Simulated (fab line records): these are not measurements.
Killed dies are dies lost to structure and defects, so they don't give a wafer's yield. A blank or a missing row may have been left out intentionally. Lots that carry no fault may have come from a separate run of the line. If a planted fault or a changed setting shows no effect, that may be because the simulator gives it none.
The tool behind it: which one? :: flow gf180mcu :: 35 wafers from 12 lots sampled at 5 of the route's 602 steps

== WHAT THE GAUGES SHOWED, per wafer ==
GF_CONTACT_THK_MEAS_03. Usual: CONTACT_CVD_02_THK gives 863 nm (standard deviation 11).
lot: L782
measured: day 15 14:43
on: film metro-04
CONTACT_CVD_02_THK (nm): 869 867 861
flag: 

lot: L783
measured: day 16 02:56
on: film metro-04
CONTACT_CVD_02_THK (nm): 870 877 871
flag: 

lot: L785
measured: day 16 17:05
on: film metro-01
CONTACT_CVD_02_THK (nm): 848 852 868
flag: 

lot: L786
measured: day 17 06:08
on: film metro-01
CONTACT_CVD_02_THK (nm): 863 857
flag: 

lot: L793
measured: day 19 20:48
on: film metro-03
CONTACT_CVD_02_THK (nm): 872 876 870
flag: 

lot: L795
measured: day 20 21:18
on: film metro-03
CONTACT_CVD_02_THK (nm): 873 869 864
flag: 

lot: L796
measured: day 21 09:17
on: film metro-03
CONTACT_CVD_02_THK (nm): 855 863 865
flag: 

lot: L797
measured: day 21 13:30
on: film metro-04
CONTACT_CVD_02_THK (nm): 863 874 863
flag: 

lot: L798
measured: day 21 20:23
on: film metro-01
CONTACT_CVD_02_THK (nm): 852 852 858
flag: 

lot: L799
measured: day 22 07:04
on: film metro-04
CONTACT_CVD_02_THK (nm): 860 849 856
flag: 

lot: L802
measured: day 23 01:22
on: film metro-01
CONTACT_CVD_02_THK (nm): 861 878 864
flag: 

lot: L803
measured: day 23 12:35
on: film metro-03
CONTACT_CVD_02_THK (nm): 837 860 866
flag: 

GF_CONTACT_CD_MEAS_14 targets a cd of 220 nm. Usual: cd nm at 219.7 nm, with a standard deviation of 1.4.
lot: L782
measured: day 16 13:07
on: cd sem-02
cd nm (nm): 219.3 216.4 218.3
flag: 

lot: L783
measured: day 17 01:37
on: cd sem-02
cd nm (nm): 217.7 218.2 219.6
flag: 

lot: L785
measured: day 17 15:56
on: cd sem-02
cd nm (nm): 219.7 218.9 187.4 219.8 219.0 187.6
flag: OFF

lot: L786
measured: day 18 05:52
on: cd sem-01
cd nm (nm): 223.6 190.4 224.0 190.2
flag: OFF

lot: L793
measured: day 20 21:50
on: cd sem-02
cd nm (nm): 218.9 217.3 217.5
flag: 

lot: L795
measured: day 21 21:40
on: cd sem-02
cd nm (nm): 221.4 220.7 221.9
flag: 

lot: L796
measured: day 22 09:46
on: cd sem-02
cd nm (nm): 222.1 222.5 220.5
flag: 

lot: L797
measured: day 22 13:59
on: cd sem-01
cd nm (nm): 220.7 218.8 218.5
flag: 

lot: L798
measured: day 22 20:53
on: cd sem-02
cd nm (nm): 219.5 220.1 219.8
flag: 

lot: L799
measured: day 23 07:02
on: cd sem-01
cd nm (nm): 219.1 218.8 219.9
flag: 

lot: L802
measured: day 24 00:44
on: cd sem-01
cd nm (nm): 220.2 219.5 219.6
flag: 

lot: L803
measured: day 24 11:14
on: cd sem-01
cd nm (nm): 218.5 218.7 218.3
flag: 

== WHICH TOOL RAN EACH LOT (tool, then ch and the chambers of the sampled wafers, then the start) ==
lot: L782
GF_SAB_STRIP_13: plasma asher-04 ch 0,1, day 15 13:48
GF_SALICIDE_RTA_08: rtp anneal-02 ch 0, day 15 14:26
GF_CONTACT_EXPOSE_11: krf scanner-01 ch 0, day 16 02:01

lot: L783
GF_SAB_STRIP_13: plasma asher-04 ch 0,1, day 16 02:03
GF_SALICIDE_RTA_08: rtp anneal-02 ch 0, day 16 02:40
GF_CONTACT_EXPOSE_11: krf scanner-01 ch 0, day 16 14:34

lot: L785
GF_SAB_STRIP_13: plasma asher-04 ch 0,1, day 16 16:11
GF_SALICIDE_RTA_08: rtp anneal-02 ch 0, day 16 16:49
GF_CONTACT_EXPOSE_11: krf scanner-01 ch 0, day 17 04:52

lot: L786
GF_SAB_STRIP_13: plasma asher-02 ch 0,1, day 17 05:14
GF_SALICIDE_RTA_08: rtp anneal-02 ch 0, day 17 05:52
GF_CONTACT_EXPOSE_11: krf scanner-01 ch 0, day 17 18:07

lot: L793
GF_SAB_STRIP_13: plasma asher-02 ch 0,1, day 19 19:56
GF_SALICIDE_RTA_08: rtp anneal-02 ch 0, day 19 20:32
GF_CONTACT_EXPOSE_11: krf scanner-02 ch 0, day 20 10:17

lot: L795
GF_SAB_STRIP_13: plasma asher-04 ch 0,1, day 20 20:26
GF_SALICIDE_RTA_08: rtp anneal-01 ch 0, day 20 21:02
GF_CONTACT_EXPOSE_11: krf scanner-01 ch 0, day 21 09:52

lot: L796
GF_SAB_STRIP_13: plasma asher-03 ch 0,1, day 21 08:23
GF_SALICIDE_RTA_08: rtp anneal-02 ch 0, day 21 09:02
GF_CONTACT_EXPOSE_11: krf scanner-02 ch 0, day 21 21:41

lot: L797
GF_SAB_STRIP_13: plasma asher-04 ch 0,1, day 21 12:38
GF_SALICIDE_RTA_08: rtp anneal-01 ch 0, day 21 13:14
GF_CONTACT_EXPOSE_11: krf scanner-02 ch 0, day 22 01:59

lot: L798
GF_SAB_STRIP_13: plasma asher-04 ch 0,1, day 21 19:28
GF_SALICIDE_RTA_08: rtp anneal-02 ch 0, day 21 20:05
GF_CONTACT_EXPOSE_11: krf scanner-02 ch 0, day 22 08:38

lot: L799
GF_SAB_STRIP_13: plasma asher-03 ch 0,1, day 22 06:09
GF_SALICIDE_RTA_08: rtp anneal-01 ch 0, day 22 06:47
GF_CONTACT_EXPOSE_11: krf scanner-01 ch 0, day 22 20:02

lot: L802
GF_SAB_STRIP_13: plasma asher-04 ch 0,1, day 23 00:29
GF_SALICIDE_RTA_08: rtp anneal-01 ch 0, day 23 01:05
GF_CONTACT_EXPOSE_11: krf scanner-02 ch 0, day 23 13:58

lot: L803
GF_SAB_STRIP_13: plasma asher-03 ch 0,1, day 23 11:41
GF_SALICIDE_RTA_08: rtp anneal-02 ch 0, day 23 12:19
GF_CONTACT_EXPOSE_11: krf scanner-02 ch 0, day 24 00:08
- GF_SAB_STRIP_13: strips in O2/N2.
- GF_SALICIDE_RTA_08: time 30 s.
- GF_CONTACT_EXPOSE_11: exposes mask Contact, target cd 220 nm.

== AS READ BY THE TOOLS THEMSELVES (means over the sampled wafers that have a number; for cases with no such wafer, the mark the record gives instead) ==
GF_SAB_STRIP_13. Usual: drypump motor current A 5.6 A, standard deviation 0.57; heater power w 317 W, standard deviation 26; o2 flow sccm 2999 sccm, standard deviation 8.5; oes product au 0.710 a.u., standard deviation 0.0046; strip time to endpoint s 12.61 s, standard deviation 0.037.
lot: L782
tool: plasma asher-04
drypump motor current A (A): 5.4
heater power w (W): 307
o2 flow sccm (sccm): 3002
oes product au (a.u.): 0.710
strip time to endpoint s (s): 12.56
flag: 

lot: L783
tool: plasma asher-04
drypump motor current A (A): 5.4
heater power w (W): 311
o2 flow sccm (sccm): 3000
oes product au (a.u.): 0.712
strip time to endpoint s (s): 12.60
flag: 

lot: L785
tool: plasma asher-04
drypump motor current A (A): 5.6
heater power w (W): 288
o2 flow sccm (sccm): 2998
oes product au (a.u.): 0.707
strip time to endpoint s (s): 12.64
flag: 

lot: L786
tool: plasma asher-02
drypump motor current A (A): 5.2
heater power w (W): 332
o2 flow sccm (sccm): 3004
oes product au (a.u.): 0.713
strip time to endpoint s (s): 12.60
flag: 

lot: L793
tool: plasma asher-02
drypump motor current A (A): 5.1
heater power w (W): 328
o2 flow sccm (sccm): 3000
oes product au (a.u.): 0.711
strip time to endpoint s (s): 12.61
flag: 

lot: L795
tool: plasma asher-04
drypump motor current A (A): 5.4
heater power w (W): 307
o2 flow sccm (sccm): 3001
oes product au (a.u.): 0.710
strip time to endpoint s (s): 12.61
flag: 

lot: L796
tool: plasma asher-03
drypump motor current A (A): 6.3
heater power w (W): 352
o2 flow sccm (sccm): 3007
oes product au (a.u.): 0.706
strip time to endpoint s (s): 12.66
flag: 

lot: L797
tool: plasma asher-04
drypump motor current A (A): 5.4
heater power w (W): 305
o2 flow sccm (sccm): 2995
oes product au (a.u.): 0.708
strip time to endpoint s (s): 12.60
flag: 

lot: L798
tool: plasma asher-04
drypump motor current A (A): 5.4
heater power w (W): 302
o2 flow sccm (sccm): 2998
oes product au (a.u.): 0.708
strip time to endpoint s (s): 12.54
flag: 

lot: L799
tool: plasma asher-03
drypump motor current A (A): 6.5
heater power w (W): 346
o2 flow sccm (sccm): 2992
oes product au (a.u.): 0.711
strip time to endpoint s (s): 12.62
flag: 

lot: L802
tool: plasma asher-04
drypump motor current A (A): 5.4
heater power w (W): 310
o2 flow sccm (sccm): 3006
oes product au (a.u.): 0.707
strip time to endpoint s (s): 12.60
flag: 

lot: L803
tool: plasma asher-03
drypump motor current A (A): 6.5
heater power w (W): 342
o2 flow sccm (sccm): 2992
oes product au (a.u.): 0.708
strip time to endpoint s (s): 12.61
flag: 

GF_SALICIDE_RTA_08. Usual: lamp power pct 18.0 %, standard deviation 0.3; wafer_temp_C_max 803.5, standard deviation 0.69.
lot: L782
tool: rtp anneal-02
lamp power pct (%): 17.9
wafer_temp_C_max: 803.3
flag: 

lot: L783
tool: rtp anneal-02
lamp power pct (%): 17.8
wafer_temp_C_max: 803.6
flag: 

lot: L785
tool: rtp anneal-02
lamp power pct (%): 17.9
wafer_temp_C_max: 803.3
flag: 

lot: L786
tool: rtp anneal-02
lamp power pct (%): 17.9
wafer_temp_C_max: 803.8
flag: 

lot: L793
tool: rtp anneal-02
lamp power pct (%): 17.8
wafer_temp_C_max: 803.8
flag: 

lot: L795
tool: rtp anneal-01
lamp power pct (%): 18.5
wafer_temp_C_max: 803.2
flag: 

lot: L796
tool: rtp anneal-02
lamp power pct (%): 17.8
wafer_temp_C_max: 803.8
flag: 

lot: L797
tool: rtp anneal-01
lamp power pct (%): 18.5
wafer_temp_C_max: 802.6
flag: 

lot: L798
tool: rtp anneal-02
lamp power pct (%): 17.8
wafer_temp_C_max: 803.8
flag: 

lot: L799
tool: rtp anneal-01
lamp power pct (%): 18.5
wafer_temp_C_max: 803.0
flag: 

lot: L802
tool: rtp anneal-01
lamp power pct (%): 18.5
wafer_temp_C_max: 802.6
flag: 

lot: L803
tool: rtp anneal-02
lamp power pct (%): 17.8
wafer_temp_C_max: 802.9
flag: 

GF_CONTACT_EXPOSE_11. Usual: focus offset nm at 0.1 nm, with a standard deviation of 0.56.
lot: L782
tool: krf scanner-01
focus offset nm (nm): 0.2
flag: 

lot: L783
tool: krf scanner-01
focus offset nm (nm): -0.5
flag: 

lot: L785
tool: krf scanner-01
focus offset nm (nm): 0.4
flag: 

lot: L786
tool: krf scanner-01
focus offset nm (nm): 0.4
flag: 

lot: L793
tool: krf scanner-02
focus offset nm (nm): 1.0
flag: 

lot: L795
tool: krf scanner-01
focus offset nm (nm): 0.4
flag: 

lot: L796
tool: krf scanner-02
focus offset nm (nm): 0.1
flag: 

lot: L797
tool: krf scanner-02
focus offset nm (nm): -0.2
flag: 

lot: L798
tool: krf scanner-02
focus offset nm (nm): 0.7
flag: 

lot: L799
tool: krf scanner-01
focus offset nm (nm): -0.1
flag: 

lot: L802
tool: krf scanner-02
focus offset nm (nm): -0.2
flag: 

lot: L803
tool: krf scanner-02
focus offset nm (nm): 0.2
flag: 

== THE ANSWER, worked out from the rows above alone ==
Rule: a lot counts as off when the mean over its wafers that have a number is more than 3 standard deviations away from the usual mean. A lot without any number at a reading at which 4 lots or more have one is off too. Any other lot the step has rows for is counted as sound. The gauges are gone through in route order, then the tools' own readings, and for those a lot's mean is taken as printed above. The first step at which some lot is off is used, and at that step the reading that is off furthest; a lot without a number counts as furthest.
Off, at GF_CONTACT_CD_MEAS_14 on cd nm: L785, L786.
If a tool, at a process step before that reading, ran all the lots that are off and no sound lot after the first of them, it fits. Gauges at GF_CONTACT_CD_MEAS_14: tried the same way as those tools. Of those tried, none fits.

== WHAT THE SIMULATOR PUT IN ==
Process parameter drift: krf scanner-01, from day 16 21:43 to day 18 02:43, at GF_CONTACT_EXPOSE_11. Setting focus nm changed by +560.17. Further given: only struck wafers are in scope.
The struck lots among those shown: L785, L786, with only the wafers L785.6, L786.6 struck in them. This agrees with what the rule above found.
